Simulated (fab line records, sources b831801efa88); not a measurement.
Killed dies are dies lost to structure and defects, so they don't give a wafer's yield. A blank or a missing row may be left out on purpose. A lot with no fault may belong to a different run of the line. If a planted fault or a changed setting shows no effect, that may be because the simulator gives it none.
Which of the tools did it?    flow sky130    36 wafers from 12 lots sampled at 2 of the route's 708 steps

## WHAT EACH GAUGE READ, for each wafer
SKY_METAL4_CD_MEAS_13: the cd target is 300 nm.
lot   measured      on         cd_nm (nm)
L810  day 43 05:31  cd_sem-01  298.7 298.7 297.9
L811  day 43 07:23  cd_sem-02  298.8 298.7 300.1
L812  day 43 14:38  cd_sem-02  300.8 302.2 301.2
L814  day 44 09:22  cd_sem-01  298.9 299.1 298.7
L816  day 44 10:58  cd_sem-02  298.6 299.1 298.7
L817  day 44 19:13  cd_sem-02  298.4 297.9 297.7
L818  day 45 03:28  cd_sem-01  300.7 299.8 300.6
L820  day 45 11:25  cd_sem-01  299.5 300.8 299.6
L823  day 46 01:41  cd_sem-01  301.4 300.6 301.4
L826  day 46 18:11  cd_sem-01  301.7 301.6 301.1
L829  day 47 16:47  cd_sem-02  302.2 302.0 301.0
L831  day 47 20:40  cd_sem-02  299.0 300.0 300.8

## WHICH TOOL RAN EACH LOT (tool, then ch and the chambers of the sampled wafers, then the start)
lot   SKY_VIA1_CLEAN_19
L810  wet_bench-03 ch 2, day 35 12:59
L811  wet_bench-03 ch 0, day 35 14:47
L812  wet_bench-03 ch 3, day 35 23:53
L814  wet_bench-02 ch 0, day 36 17:59
L816  wet_bench-02 ch 3, day 36 20:52
L817  wet_bench-02 ch 3, day 37 06:50
L818  wet_bench-01 ch 1, day 37 18:55
L820  wet_bench-01 ch 1, day 38 03:42
L823  wet_bench-01 ch 0, day 38 21:17
L826  wet_bench-03 ch 0, day 39 19:06
L829  wet_bench-03 ch 3, day 40 23:11
L831  wet_bench-01 ch 0, day 41 00:53
- SKY_VIA1_CLEAN_19: cleans in O3/DIW.

## WHAT THE TOOLS THEMSELVES READ (means of the sampled wafers that have a number; where no wafer has one, the mark that the record gives instead)
The record holds no such reading with a usual standard deviation.

## THE ANSWER, worked out from the rows above alone
Rule: what is usual is taken from the lots themselves. The widest of any qualifying gaps counts: lots, ordered by their means at a reading, are off when they make up no more than a third of the lots, leave a main group of 4 or more, and stand apart from it by 3 or more times the standard deviation of that group's means. The tables above print the reading to a certain number of digits; a main group whose means all agree to those digits is not used. Also off: a lot with no number at a reading for which 4 or more lots have one. The other lots that the step has rows for count as sound. After the gauges, taken in route order, come the tools' own readings; for these a lot's mean is taken, as printed above. At the first step where some lot is off, the reading lying furthest off is the one used; lots without a number count as furthest.
None of the lots is off at any reading shown; this tells nothing.

## WHAT HAD BEEN PUT IN BY THE SIMULATOR
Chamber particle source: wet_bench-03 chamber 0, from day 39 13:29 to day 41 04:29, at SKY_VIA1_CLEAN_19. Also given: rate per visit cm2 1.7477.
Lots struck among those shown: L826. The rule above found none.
